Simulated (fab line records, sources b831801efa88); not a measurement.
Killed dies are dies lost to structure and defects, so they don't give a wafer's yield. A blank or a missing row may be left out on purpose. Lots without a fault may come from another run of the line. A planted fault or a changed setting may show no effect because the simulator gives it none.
Which tool did it? | flow sky130 | 6 lots, 18 wafers sampled, at 1 step of a route of 708

WHAT THE GAUGES READ, wafer by wafer
SKY_NWELL_RS_MEAS_29: measures by four-point-probe.
lot  | measured     | on            | NWELL_RS (ohm/sq)
L347 | day 5 20:09  | film_metro-04 | 626.0 625.8 624.4
L349 | day 6 08:03  | film_metro-04 | 627.3 627.9 628.0
L354 | day 7 13:10  | film_metro-03 | 621.9 622.4 621.8
L357 | day 8 04:58  | film_metro-02 | 624.3 625.7 623.0
L360 | day 9 05:26  | film_metro-04 | 628.1 626.7 625.3
L367 | day 11 07:34 | film_metro-02 | 625.5 625.3 624.6

WHICH TOOL RAN EACH LOT (tool, then ch and the chambers of the sampled wafers, then the start)
The record holds no process step before these readings.

THE ANSWER, worked out from the rows above alone
Rule: what is usual is taken from the lots themselves. Put in order of their means at a reading, lots are off if they are a third of the lots or fewer, leave a main group of 4 or more, and stand apart from it by a gap of 3 or more times the standard deviation of the main group's means; of several such gaps the widest counts. A main group whose means are all the same, to the digits that the tables above print for the reading, isn't used. A lot without any number at a reading at which 4 lots or more have one is off too. The other lots that the step has rows for count as sound.
No lot is off at any reading shown: from this, nothing can be told.

WHAT THE SIMULATOR HAD PUT IN
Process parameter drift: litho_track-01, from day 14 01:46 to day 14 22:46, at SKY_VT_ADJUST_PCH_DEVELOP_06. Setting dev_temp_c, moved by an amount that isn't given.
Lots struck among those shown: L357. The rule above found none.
